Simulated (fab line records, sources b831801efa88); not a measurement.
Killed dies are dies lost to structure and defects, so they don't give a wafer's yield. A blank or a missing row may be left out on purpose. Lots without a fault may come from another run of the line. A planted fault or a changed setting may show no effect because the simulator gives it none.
Chamber matching | flow gf180mcu | GF_V1_CVD_00 on hdpcvd-02: 3 sister chambers
The step deposits SiO2, target thk 600 nm, time 100 s. 16 wafers are shown with their chamber, then 8 later ones without.

WAFERS WITH THEIR CHAMBER
wafer  | chamber | run_length_s (s) | pressure_mtorr (mTorr)
L530.1 | 2       | 127.3            | 6.010
L530.2 | 0       | 128.1            | 6.019
L530.6 | 2       | 127.9            | 6.021
L533.1 | 1       | 127.5            | 6.002
L533.3 | 0       | 128.0            | 5.990
L533.6 | 0       | 127.6            | 5.974
L536.1 | 2       | 127.6            | 6.010
L536.2 | 0       | 128.0            | 5.993
L536.6 | 1       | 128.2            | 6.013
L537.2 | 0       | 128.3            | 5.986
L537.3 | 1       | 127.9            | 5.968
L537.5 | 2       | 127.4            | 5.976
L538.1 | 0       | 128.2            | 6.003
L538.3 | 2       | 127.4            | 6.014
L538.5 | 2       | 127.8            | 6.005
L539.2 | 0       | 127.7            | 5.997

SIGNATURES (means of the wafers above)
reading        | chamber 0 | chamber 1 | chamber 2 | scatter within a chamber
run_length_s   | 127.986   | 127.867   | 127.567   | 0.267
pressure_mtorr | 5.99457   | 5.99433   | 6.00600   | 0.0164
Rule: a wafer's distance from a chamber is the root of the sum, over the readings, of the square of ((its reading less the chamber's mean) divided by the reading's scatter). The wafer belongs to the nearest chamber; if the next one is less than 2 further off, it can't be placed. The scatter: the root of (the sum of the squares of (reading less its chamber's mean) over the shown wafers, divided by (wafers less chambers)).

WAFERS WITHOUT THEIR CHAMBER
wafer  | run_length_s (s) | pressure_mtorr (mTorr)
L539.3 | 128.5            | 5.998
L539.4 | 127.9            | 5.980
L543.1 | 127.6            | 5.997
L543.2 | 127.8            | 6.000
L543.5 | 127.5            | 5.987
L552.1 | 127.9            | 6.014
L552.4 | 127.9            | 5.988
L552.5 | 127.5            | 6.013

WHICH CHAMBER EACH WENT THROUGH
wafer  | from the rows above          | in truth
L539.3 | can't be placed: 0 or 1 or 2 | 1
L539.4 | can't be placed: 1 or 0 or 2 | 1
L543.1 | can't be placed: 2 or 1 or 0 | 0
L543.2 | can't be placed: 1 or 0 or 2 | 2
L543.5 | can't be placed: 2 or 1 or 0 | 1
L552.1 | can't be placed: 1 or 0 or 2 | 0
L552.4 | can't be placed: 1 or 0 or 2 | 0
L552.5 | can't be placed: 2 or 1 or 0 | 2
Placed correctly: 0 of 8. Can't be placed from these rows: 8 (the true chamber is among the candidates in 8). Placed wrongly: 0.
